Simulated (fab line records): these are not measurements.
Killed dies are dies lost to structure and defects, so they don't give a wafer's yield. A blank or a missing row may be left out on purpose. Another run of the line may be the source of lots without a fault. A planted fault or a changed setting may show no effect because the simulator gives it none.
Matching of chambers || flow gf180mcu || pecvd-02 running GF_V3_CVD_02: 3 sister chambers
The step deposits SiO2 from TEOS, target thk 850 nm, time 94.851 s. 20 wafers are shown with their chamber, then 10 later ones without.

## WAFERS, EACH WITH ITS CHAMBER
{"wafer": "L076.1", "chamber": 1, "heater-power-w (W)": 672}
{"wafer": "L076.4", "chamber": 1, "heater-power-w (W)": 703}
{"wafer": "L076.5", "chamber": 2, "heater-power-w (W)": 450}
{"wafer": "L082.1", "chamber": 0, "heater-power-w (W)": 609}
{"wafer": "L082.2", "chamber": 1, "heater-power-w (W)": 630}
{"wafer": "L082.3", "chamber": 1, "heater-power-w (W)": 710}
{"wafer": "L084.1", "chamber": 0, "heater-power-w (W)": 766}
{"wafer": "L084.2", "chamber": 1, "heater-power-w (W)": 699}
{"wafer": "L084.4", "chamber": 1, "heater-power-w (W)": 736}
{"wafer": "L087.2", "chamber": 2, "heater-power-w (W)": 578}
{"wafer": "L087.5", "chamber": 2, "heater-power-w (W)": 444}
{"wafer": "L087.6", "chamber": 1, "heater-power-w (W)": 688}
{"wafer": "L089.3", "chamber": 1, "heater-power-w (W)": 730}
{"wafer": "L089.5", "chamber": 1, "heater-power-w (W)": 749}
{"wafer": "L089.6", "chamber": 0, "heater-power-w (W)": 733}
{"wafer": "L092.3", "chamber": 2, "heater-power-w (W)": 491}
{"wafer": "L092.4", "chamber": 0, "heater-power-w (W)": 739}
{"wafer": "L092.6", "chamber": 1, "heater-power-w (W)": 622}
{"wafer": "L094.1", "chamber": 1, "heater-power-w (W)": 727}
{"wafer": "L094.3", "chamber": 2, "heater-power-w (W)": 527}

SIGNATURES, as means of the wafers listed above
{"reading": "heater-power-w", "chamber 0": 711.75, "chamber 1": 696.91, "chamber 2": 498.00, "scatter within a chamber": 51.1}
Rule: for each reading, subtract the chamber's mean from the wafer's reading, divide by that reading's scatter and square the result; add these up over the readings and take the root, which gives the wafer's distance from the chamber. The wafer belongs to the nearest chamber; if the next one is less than 2 further off, it can't be placed. How the scatter is found: for the shown wafers, subtract from each reading the mean of its chamber, square and add these, divide the total by (wafers less chambers), then take the root.

## WAFERS MISSING THEIR CHAMBER
{"wafer": "L094.6", "heater-power-w (W)": 749}
{"wafer": "L095.3", "heater-power-w (W)": 700}
{"wafer": "L095.5", "heater-power-w (W)": 750}
{"wafer": "L095.6", "heater-power-w (W)": 751}
{"wafer": "L096.2", "heater-power-w (W)": 731}
{"wafer": "L096.3", "heater-power-w (W)": 455}
{"wafer": "L096.5", "heater-power-w (W)": 605}
{"wafer": "L097.1", "heater-power-w (W)": 564}
{"wafer": "L097.3", "heater-power-w (W)": 702}
{"wafer": "L097.5", "heater-power-w (W)": 722}

## WHICH CHAMBER EACH ONE RAN IN
{"wafer": "L094.6", "from the rows above": "can't be placed: 0 or 1", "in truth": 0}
{"wafer": "L095.3", "from the rows above": "can't be placed: 1 or 0", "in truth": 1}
{"wafer": "L095.5", "from the rows above": "can't be placed: 0 or 1", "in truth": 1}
{"wafer": "L095.6", "from the rows above": "can't be placed: 0 or 1", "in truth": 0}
{"wafer": "L096.2", "from the rows above": "can't be placed: 0 or 1", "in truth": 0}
{"wafer": "L096.3", "from the rows above": 2, "in truth": 2}
{"wafer": "L096.5", "from the rows above": "can't be placed: 1 or 0 or 2", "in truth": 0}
{"wafer": "L097.1", "from the rows above": "can't be placed: 2 or 1 or 0", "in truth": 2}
{"wafer": "L097.3", "from the rows above": "can't be placed: 1 or 0", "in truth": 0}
{"wafer": "L097.5", "from the rows above": "can't be placed: 0 or 1", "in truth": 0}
Correct placement for 1 of the 10. These rows do not allow placing 9 (true chamber among the candidates in 9). Wrongly placed: 0.
